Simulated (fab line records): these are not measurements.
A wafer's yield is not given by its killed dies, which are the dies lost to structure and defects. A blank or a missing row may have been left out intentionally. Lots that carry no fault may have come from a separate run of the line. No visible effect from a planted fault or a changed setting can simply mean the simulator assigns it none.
A struck lot beside a sound one -- flow sky130 -- 16 steps out of a route of 708
Sound: these wafers, L937.1, L937.5, L937.6. Struck: wafer L938.3. (L938.1, L938.6 of the same lot were not struck and are left out.) The cause comes at the end.
Per side, at each step with rows, come the tool, then ch with its chambers, and then its first start. Under that, the readings that differ: sound wafers -- struck wafers -- difference of the means -- sigmas: that difference in standard deviations of wafers without a fault.
alike: readings whose means differ by less than 2 such deviations, and words and numbers that are the same on both sides. not compared: withheld readings, readings that some wafer has no value for, bounds like >300 that may hide the same value, and numbers for which the record gives no deviation and whose values overlap.
The two part at a step that has a row with sigmas, a row that says differs or no value, or rows on one side only. Numbers that don't overlap but have no deviation are shown without sigmas and don't part them. Lack of a reading on every wafer of one side parts them only where that side has two or more wafers.

first, 3 steps without rows for these wafers: SKY_METAL2_EXPOSE_12 (exposes mask MM2, target cd 140 nm); SKY_METAL2_PEB_13; SKY_METAL2_DEVELOP_14 (develop time 60 s).
SKY_METAL2_CD_MEAS_15: target cd 140 nm.
  sound: cd-sem-01 at day 38 11:24; struck: cd-sem-01 at day 38 18:41
  alike: cd-nm
SKY_METAL2_OVL_MEAS_16:
  sound: overlay-02 at day 38 11:31; struck: overlay-02 at day 38 18:48
  alike: METAL2_OVL
SKY_METAL2_DESCUM_17: chemistry O2, time 8 s.
  sound on rie-metal-04 ch 0,1, day 38 11:34; struck on rie-metal-02 ch 1, day 38 18:50
  alike: drypump-motor-current-A, oes-product-au
  not compared: rf-hours-counter-h
SKY_METAL2_ETCH_18: etches BARC in N2/H2, stops on SiO2, time 45.9 s, target depth 60 nm.
  sound on rie-metal-04 ch 0,1, day 38 11:35; struck on rie-metal-02 ch 1, day 38 18:52
  alike: bias-w, drypump-motor-current-A, oes-product-au, throttle-valve-pct
  not compared: rf-hours-counter-h
SKY_METAL2_METAL_ETCH_19: etches the open film in Cl2/BCl3, stops on SiO2, target depth 360 nm, time 78 s.
  sound on rie-metal-04 ch 0,1, day 38 11:39; struck on rie-metal-02 ch 1, day 38 18:56
  alike: bias-w, drypump-motor-current-A, oes-product-au, throttle-valve-pct
  not compared: rf-hours-counter-h
SKY_METAL2_STRIP_20: strips in O2/N2.
  sound on plasma-asher-04 ch 0,1, day 38 11:44; struck on plasma-asher-04 ch 0, day 38 19:01
  alike: drypump-motor-current-A, oes-product-au, strip-time-to-endpoint-s
  not compared: rf-hours-counter-h
then, 3 steps without rows for these wafers: SKY_METAL2_STRIP_21 (strips in post etch residue remover, time 1200 s); SKY_METAL2_CLEAN_22 (cleans in IPA, time 180 s); SKY_METAL2_CLEAN_23 (cleans in O3/DIW).
SKY_VIA2_HDPCVD_00: deposits SiO2, target thk 1180 nm, time 196.7 s.
  sound on hdpcvd-02 ch 0,2, day 38 12:23; struck on hdpcvd-01 ch 1, day 38 19:37
reading,sound,struck,difference,sigmas
model.SiO2_of_VIA2_HDPCVD_00.thk-nm (nm),1152 1163 1168,778.8,-382.2,
SKY_VIA2_THK_MEAS_01:
  sound: film-metro-04 at day 38 12:30; struck: film-metro-01 at day 38 19:44
reading,sound,struck,difference,sigmas
VIA2_HDPCVD_THK (nm),1152 1163 1168,779,-382,-35
SKY_VIA2_CMP_02: polishes SiO2.
  sound on cmp-02 ch 0,1,3, day 38 12:40; struck on cmp-01 ch 3, day 38 19:52
  alike: motor-current-A, platen-rpm
-- the record jumps here: 10 days lie between the struck wafers' starts before and after (it left off in module VIA2 and takes up again in module PAD_OPEN, whose first step shown is number 708 of the route) --
SKY_PAD_OPEN_PROBE_99:
  sound: prober-01 at day 48 09:28; struck: prober-01 at day 48 16:05
reading,sound,struck,difference,sigmas
model.etest.met3-comb.leak-log10-a-um,-11.98 -12.01 -11.87,-10.79,+1.16,
  alike: defect-limited-yield, killed_at_M0_to_M3, killed_at_M4_up, killed-at-contacts, killed-at-front-end, killed-at-other, killed-dies, killed-on-rim, killed-open, killed-short
  not compared: model.etest.tester.sort_bin_8_pct

## WHERE THEY PART
Only at SKY_VIA2_THK_MEAS_01, as far as this record shows. Later steps at which nothing parts them and some readings are alike: SKY_VIA2_CMP_02, SKY_PAD_OPEN_PROBE_99.

WHY: whatever the simulator had introduced
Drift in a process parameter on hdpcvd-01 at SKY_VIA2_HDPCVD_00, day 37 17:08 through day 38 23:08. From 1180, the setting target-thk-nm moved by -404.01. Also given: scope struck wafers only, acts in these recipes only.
